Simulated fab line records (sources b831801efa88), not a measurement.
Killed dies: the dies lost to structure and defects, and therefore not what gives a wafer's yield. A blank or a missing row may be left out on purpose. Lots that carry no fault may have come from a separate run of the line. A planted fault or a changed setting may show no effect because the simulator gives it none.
Which tool did it? ; flow sky130 ; Sampling: 11 lots, 33 wafers, 6 of 708 route steps

== WHAT THE GAUGES SHOWED, per wafer ==
SKY_LDD_P_OVL_MEAS_08.
lot;measured;on;LDD_P_OVL (nm)
L831;day 19 06:20;overlay-02;0.0 -2.2 -1.3
L832;day 19 14:40;overlay-01;0.8 3.1 1.7
L838;day 22 02:53;overlay-02;1.1 1.8 -0.5
L839;day 22 17:11;overlay-01;-2.0 -0.4 -0.9
L844;day 24 02:46;overlay-01;-0.6 -0.2 -1.7
L845;day 24 13:32;overlay-02;-0.1 -0.7 -1.6
L849;day 26 00:44;overlay-01;-0.5 -0.2 -0.8
L850;day 26 03:41;overlay-02;-1.5 -0.7 -3.5
L851;day 26 08:35;overlay-02;-1.3 -1.4 -1.2
L852;day 26 10:53;overlay-01;0.1 -0.1 0.2
L853;day 27 03:26;overlay-01;1.7 0.5 1.7

SKY_LDD_LDN_OVL_MEAS_07.
lot;measured;on;LDD_LDN_OVL (nm)
L831;day 23 02:46;overlay-01;0.6 0.3 0.5
L832;day 23 11:12;overlay-02;-0.7 -0.9 1.1
L838;day 25 22:03;overlay-01;2.0 -1.2 2.3
L839;day 26 10:34;overlay-02;-1.7 -1.3 0.1
L844;day 27 17:57;overlay-01;0.5 0.4 1.5
L845;day 28 03:46;overlay-02;0.2 -1.6 -2.2
L849;day 29 13:23;overlay-01;-0.2 2.6 2.1
L850;day 29 16:51;overlay-02;0.3 -1.2 -1.6
L851;day 29 21:32;overlay-02;-1.3 -2.1 -1.4
L852;day 29 23:37;overlay-02;-2.7 1.1 -0.1
L853;day 30 15:32;overlay-02;-0.4 -2.2 -0.3

SKY_SD_P_OVL_MEAS_08.
lot;measured;on;SD_P_OVL (nm)
L831;day 25 16:46;overlay-01;1.3 2.3 1.8
L832;day 26 00:16;overlay-01;2.1 -0.1 -0.2
L838;day 28 12:04;overlay-02;-2.0 -2.0 -0.2
L839;day 28 22:50;overlay-01;0.7 2.2 1.9
L844;day 30 03:43;overlay-02;0.8 1.1 -0.8
L845;day 30 16:47;overlay-02;-1.0 0.1 0.0
L849;day 31 22:38;overlay-01;-0.1 -1.9 -0.1
L850;day 32 05:44;overlay-01;-0.4 -1.7 -0.2
L851;day 32 11:20;overlay-01;1.2 3.5 0.4
L852;day 32 11:29;overlay-02;-2.4 -1.3 -1.6
L853;day 33 00:24;overlay-01;0.4 0.8 -0.1

SKY_RES_XHIGH_TW_MEAS_09.
lot;measured;on;RES_XHIGH_TW
L831;day 26 21:41;film-metro-03;1628 1633 1632
L832;day 27 05:55;film-metro-01;1639 1639 1640
L838;day 29 16:43;film-metro-03;1638 1639 1643
L839;day 30 02:46;film-metro-02;1634 1635 1637
L844;day 31 07:58;film-metro-01;30 30 30 30 30 30
L845;day 31 19:58;film-metro-01;30 30 30 30 30 30
L849;day 33 01:49;film-metro-01;1653 1656 1651
L850;day 33 08:25;film-metro-03;1624 1628 1629
L851;day 33 14:50;film-metro-03;1622 1622 1634
L852;day 33 15:08;film-metro-02;1633 1631 1635
L853;day 34 04:16;film-metro-02;1646 1643 1644

== WHICH TOOL RAN EACH LOT (tool, then ch and the chambers of the sampled wafers, then the start) ==
lot;SKY_SD_P_STRIP_10;SKY_RES_XHIGH_STRIP_08
L831;plasma-asher-04 ch 0,1, day 25 16:56;plasma-asher-02 ch 0,1, day 26 21:34
L832;plasma-asher-04 ch 0,1, day 26 00:28;plasma-asher-01 ch 0,1, day 27 05:49
L838;plasma-asher-01 ch 0,1, day 28 12:16;plasma-asher-01 ch 0,1, day 29 16:37
L839;plasma-asher-04 ch 0,1, day 28 23:01;plasma-asher-02 ch 0,1, day 30 02:40
L844;plasma-asher-03 ch 0,1, day 30 03:55;plasma-asher-04 ch 0, day 31 07:52
L845;plasma-asher-04 ch 0, day 30 16:58;plasma-asher-04 ch 0,1, day 31 19:52
L849;plasma-asher-01 ch 0,1, day 31 22:49;plasma-asher-02 ch 0,1, day 33 01:43
L850;plasma-asher-01 ch 0, day 32 05:55;plasma-asher-01 ch 0,1, day 33 08:19
L851;plasma-asher-03 ch 1, day 32 11:31;plasma-asher-02 ch 0,1, day 33 14:44
L852;plasma-asher-04 ch 0,1, day 32 11:40;plasma-asher-04 ch 0,1, day 33 15:02
L853;plasma-asher-01 ch 0,1, day 33 00:35;plasma-asher-01 ch 0,1, day 34 04:10
- SKY_SD_P_STRIP_10: strips in O2/N2.
- SKY_RES_XHIGH_STRIP_08: strips in O2/N2.

== AS READ BY THE TOOLS THEMSELVES (means over the sampled wafers that have a number; for cases with no such wafer, the mark the record gives instead) ==
SKY_SD_P_STRIP_10.
lot;tool;chamber-pressure-mTorr (mTorr);drypump-motor-current-A (A);oes-product-au (a.u.);strip-time-to-endpoint-s (s)
L831;plasma-asher-04;1499.6;6.5;0.613;17.52
L832;plasma-asher-04;1499.8;6.4;0.616;17.51
L838;plasma-asher-01;1501.4;5.6;0.619;17.50
L839;plasma-asher-04;1500.4;6.5;0.617;17.44
L844;plasma-asher-03;-;-;-;-
L845;plasma-asher-04;-;-;-;-
L849;plasma-asher-01;1501.0;6.0;0.618;17.49
L850;plasma-asher-01;1500.5;6.4;0.619;17.49
L851;plasma-asher-03;1498.2;6.2;0.618;17.49
L852;plasma-asher-04;1501.5;6.5;0.617;17.50
L853;plasma-asher-01;1500.5;6.0;0.617;17.50

SKY_RES_XHIGH_STRIP_08.
lot;tool;chamber-pressure-mTorr (mTorr);drypump-motor-current-A (A);oes-product-au (a.u.);strip-time-to-endpoint-s (s)
L831;plasma-asher-02;1500.9;5.4;0.713;14.30
L832;plasma-asher-01;1499.9;6.1;0.710;14.30
L838;plasma-asher-01;1500.1;5.6;0.710;14.32
L839;plasma-asher-02;1500.5;5.2;0.710;14.36
L844;plasma-asher-04;1499.4;6.3;0.718;31.36
L845;plasma-asher-04;1501.6;6.5;0.715;31.33
L849;plasma-asher-02;1500.4;5.2;0.711;14.32
L850;plasma-asher-01;1498.3;5.7;0.713;14.28
L851;plasma-asher-02;1499.8;5.4;0.712;14.32
L852;plasma-asher-04;1500.4;6.5;0.706;14.29
L853;plasma-asher-01;1498.7;5.7;0.711;14.26

== THE ANSWER, worked out from the rows above alone ==
Rule: what is usual is taken from the lots themselves. The widest of any qualifying gaps counts: lots, ordered by their means at a reading, are off when they make up no more than a third of the lots, leave a main group of 4 or more, and stand apart from it by 3 or more times the standard deviation of that group's means. If all means in a main group match to the digits the tables above print for the reading, that group is not used. A lot without any number at a reading at which 4 lots or more have one is off too. The other lots that the step has rows for count as sound. The gauges are gone through in route order, then the tools' own readings, and for those a lot's mean is taken as printed above. At the first step where some lot is off, the reading lying furthest off is the one used; lots without a number count as furthest.
Off: L844, L845, seen at SKY_RES_XHIGH_TW_MEAS_09 (RES_XHIGH_TW). For the main group the mean is 1637 and the standard deviation 8.2.
A tool fits if, at a process step before that reading, it ran every lot that is off, and no sound lot after the first of them. Not tried: the gauges at SKY_RES_XHIGH_TW_MEAS_09; whatever is off there is also off at SKY_SD_P_STRIP_10, on other tools, and gauge error can't account for it. None of those tried fits.

== WHAT THE SIMULATOR PUT IN ==
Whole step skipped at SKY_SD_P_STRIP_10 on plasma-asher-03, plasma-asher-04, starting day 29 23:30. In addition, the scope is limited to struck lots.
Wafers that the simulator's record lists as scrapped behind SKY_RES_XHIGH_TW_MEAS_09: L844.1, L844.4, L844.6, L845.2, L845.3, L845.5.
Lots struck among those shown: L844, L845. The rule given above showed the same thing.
